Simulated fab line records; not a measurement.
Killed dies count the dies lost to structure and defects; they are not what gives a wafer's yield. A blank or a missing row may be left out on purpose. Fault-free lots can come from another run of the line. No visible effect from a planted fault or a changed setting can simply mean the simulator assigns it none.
Check of tool commonality | flow gf180mcu | Sample size 14 lots and 48 wafers

== THE REASON FOR OPENING IT ==
On 2 of the 14 lots, a flag is raised at GF_M4_CD_MEAS_14 on the reading cd_nm. No-fault wafers: 280.0 nm, standard deviation 0.96.
Rule: flag the lot when none of its wafers has a number, or when each of its wafers that has one lies beyond 4 standard deviations from that mean. As for the other lots, they are considered sound.

lot  | measured     | on        | cd_nm (nm), wafer by wafer          | flag
L301 | day 23 11:13 | cd_sem-02 | 280.8 280.1 280.5                   |
L302 | day 23 18:48 | cd_sem-01 | 278.8 278.6 279.7                   |
L303 | day 24 03:35 | cd_sem-02 | 280.8 280.4 280.3                   |
L304 | day 24 13:17 | cd_sem-01 | 279.3 281.0 279.7                   |
L305 | day 24 23:21 | cd_sem-01 | 280.2 279.8 281.5                   |
L306 | day 25 09:09 | cd_sem-01 | 279.4 279.1 279.8                   |
L307 | day 25 20:57 | cd_sem-02 | 279.7 281.3 279.6                   |
L308 | day 25 22:14 | cd_sem-02 | 280.1 280.8 280.4                   |
L316 | day 28 13:45 | cd_sem-02 | 285.7 285.1 285.0 285.4 285.6 284.9 | FLAGGED
L317 | day 28 22:41 | cd_sem-01 | 286.5 286.2 286.7 286.2 286.0 286.5 | FLAGGED
L318 | day 29 04:02 | cd_sem-01 | 277.7 280.1 278.5                   |
L320 | day 29 17:55 | cd_sem-01 | 281.1 279.6 280.1                   |
L321 | day 29 23:22 | cd_sem-01 | 278.9 279.1 278.7                   |
L322 | day 30 03:07 | cd_sem-02 | 279.9 280.8 279.1                   |
Average over the flagged lots: 285.8 nm; offset from the usual +5.8 nm, equal to +6 standard deviations.

== TOOL THAT RAN EACH LOT ==
The record holds 1 process step before the reading, out of a route of 602 steps. In each cell: the tool, then ch and the chambers that the sampled wafers went through, then the start.
lot  | flag    | GF_M4_PEB_12
L301 |         | litho_track-03 ch 0, day 23 10:54
L302 |         | litho_track-03 ch 0, day 23 18:27
L303 |         | litho_track-04 ch 0, day 24 03:14
L304 |         | litho_track-01 ch 0, day 24 12:57
L305 |         | litho_track-04 ch 0, day 24 23:01
L306 |         | litho_track-04 ch 0, day 25 08:49
L307 |         | litho_track-03 ch 0, day 25 20:36
L308 |         | litho_track-04 ch 0, day 25 21:53
L316 | FLAGGED | litho_track-04 ch 0, day 28 13:25
L317 | FLAGGED | litho_track-04 ch 0, day 28 22:20
L318 |         | litho_track-03 ch 0, day 29 03:43
L320 |         | litho_track-01 ch 0, day 29 17:34
L321 |         | litho_track-03 ch 0, day 29 23:02
L322 |         | litho_track-01 ch 0, day 30 02:46
These steps, and what they do:
- GF_M4_PEB_12: peb time 90 s.
- GF_M4_CD_MEAS_14: target cd 280 nm.

== FLAGGED AGAINST TOTAL, ONE TOOL AT A TIME (gauges that did the reading follow at the end) ==
step             | tool           | lots run | flagged | share of the flagged lots | sound lots run after its first flagged lot
GF_M4_PEB_12     | litho_track-01 | 3        | 0       | none                      | -
GF_M4_PEB_12     | litho_track-03 | 5        | 0       | none                      | -
GF_M4_PEB_12     | litho_track-04 | 6        | 2       | all                       | 0
GF_M4_CD_MEAS_14 | cd_sem-01      | 8        | 1       | some                      | 3 (L318,L320,L321)
GF_M4_CD_MEAS_14 | cd_sem-02      | 6        | 1       | some                      | 1 (L322)

== WHAT THE TABLE PERMITS ==
Rows of the table that ran each flagged lot: 1, that is litho_track-04 at GF_M4_PEB_12.
- litho_track-04 at GF_M4_PEB_12 ran 6 lots, 2 of them flagged. A fault beginning between L308 (day 25 21:53), its last sound lot, and L316 (day 28 13:25), its first flagged one, fits the data. Its own readings (heater_power_total_W) fall more than 4 standard deviations out on all wafers of the flagged lots.
Left over: one tool, litho_track-04 at GF_M4_PEB_12.

== WHAT THE SIMULATOR PUT IN ==
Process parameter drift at GF_M4_PEB_12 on litho_track-04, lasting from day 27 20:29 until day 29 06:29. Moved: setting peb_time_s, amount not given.
Lots struck among those shown: L316, L317. Same finding as the rule above.
